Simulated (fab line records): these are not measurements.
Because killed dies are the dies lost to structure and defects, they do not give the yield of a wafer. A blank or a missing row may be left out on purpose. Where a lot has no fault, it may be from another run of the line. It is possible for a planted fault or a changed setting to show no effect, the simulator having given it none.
Problem report, 8D (eight disciplines) form, completed by code	flow sky130	the parts of the form that need people (team, actions taken, sign-off) are left out

== 1. PROBLEM STATEMENT ==
Across 6 wafers from 2 lots, SD_N_RS at SKY_SD_N_RS_MEAS_16 averages 59.75 ohm/sq, while fault-free wafers read 68.52 ohm/sq with a standard deviation of 0.17. Measured from the usual mean, that is -52 standard deviations.
The step: measures by four-point-probe.
Earliest sighting: wafer L500.1 on filmMetro-03 at day 29 20:22. Wafers with a number at this step in the record: 33, from 11 lots. By rule, "out" or "out of limits" means more than 4 standard deviations away from the usual mean. The rest of the wafers with a number are treated as sound.

== 2. WHAT IT IS AND WHAT IT IS NOT ==
question	is	is not
which readings at this step	SD_N_RS	-
which lots	L500, L502	L494, L496, L499, L503, L512, L514, L515, L516, L517
which wafers of those lots	all that have a number	-
read on which gauges	filmMetro-03, filmMetro-04	filmMetro-02
when	from day 29 20:22	up to then (9 sound wafers); but 18 sound wafers of L503, L512, L514, L515, L516, L517 came after

== 3. WHAT RULES OUT EACH SUSPECT ==
Counting: a tool stays on the suspect list if, at a process step up to the reading, it processed all lots that are out and no sound lot following the first of them.
- the gauge at SKY_SD_N_RS_MEAS_16 has been ruled out. 2 gauges (filmMetro-03, filmMetro-04) read the wafers that are out.
- rtpAnneal-02 at SKY_SD_N_RTA_14 (time 2 s): ruled out as a lasting fault. The sound lots L512, L514, L516, L517 went through it after L500, its earliest lot that is out (day 29 20:11).
Left after counting: nothing in the record.

== 4. THE CAUSE (what the simulator had put in) ==
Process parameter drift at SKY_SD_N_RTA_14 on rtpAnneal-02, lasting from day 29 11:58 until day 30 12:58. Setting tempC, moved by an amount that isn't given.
Counting ruled it out, wrongly: the rule takes a fault to strike every lot that its tool runs from its start on, and this one did not.

== 5. SEQUENCE OF EFFECTS, ordered by route ==
One row per reading whose mean, taken over the struck wafers that have a number, lies over 3 standard deviations from the usual. Scope: only readings with a usual standard deviation given in the record; hours: median across lots of the time from each lot's start at the first step in this table that gives one to its start at this step; sigmas: change in usual standard deviations.
hours	step	reading	usual	on struck wafers	change	sigmas
0	SKY_SD_N_RTA_14	lampPowerPct	15.73 %	16.77	+1.04	+19
0	SKY_SD_N_RTA_14	wafer_temp_C_max	1078.0	1127.1	+49.1	+41
0	SKY_SD_N_RS_MEAS_16	SD_N_RS	68.52 ohm/sq	59.75	-8.77	-52
0	SKY_SD_N_RS_MEAS_17	SD_P_RS	147.0 ohm/sq	104.6	-42.4	-90
Its process steps:
- SKY_SD_N_RTA_14: time 2 s.
At these later measuring or inspecting steps, every struck wafer for which the step has a row has a number for every such reading, and none has moved that far: SKY_SD_N_RS_MEAS_18.

== 6. WHAT WOULD HAVE CAUGHT IT SOONER ==
8 hours passed between the start of the fault at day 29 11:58 and the first reading out of limits at a measuring or inspecting step in this record, taken at day 29 20:22.
Tool's own readings at SKY_SD_N_RTA_14, lampPowerPct, wafer_temp_C_max: out on all struck wafers the step has rows for; an alarm limit on them would have tripped on the first.
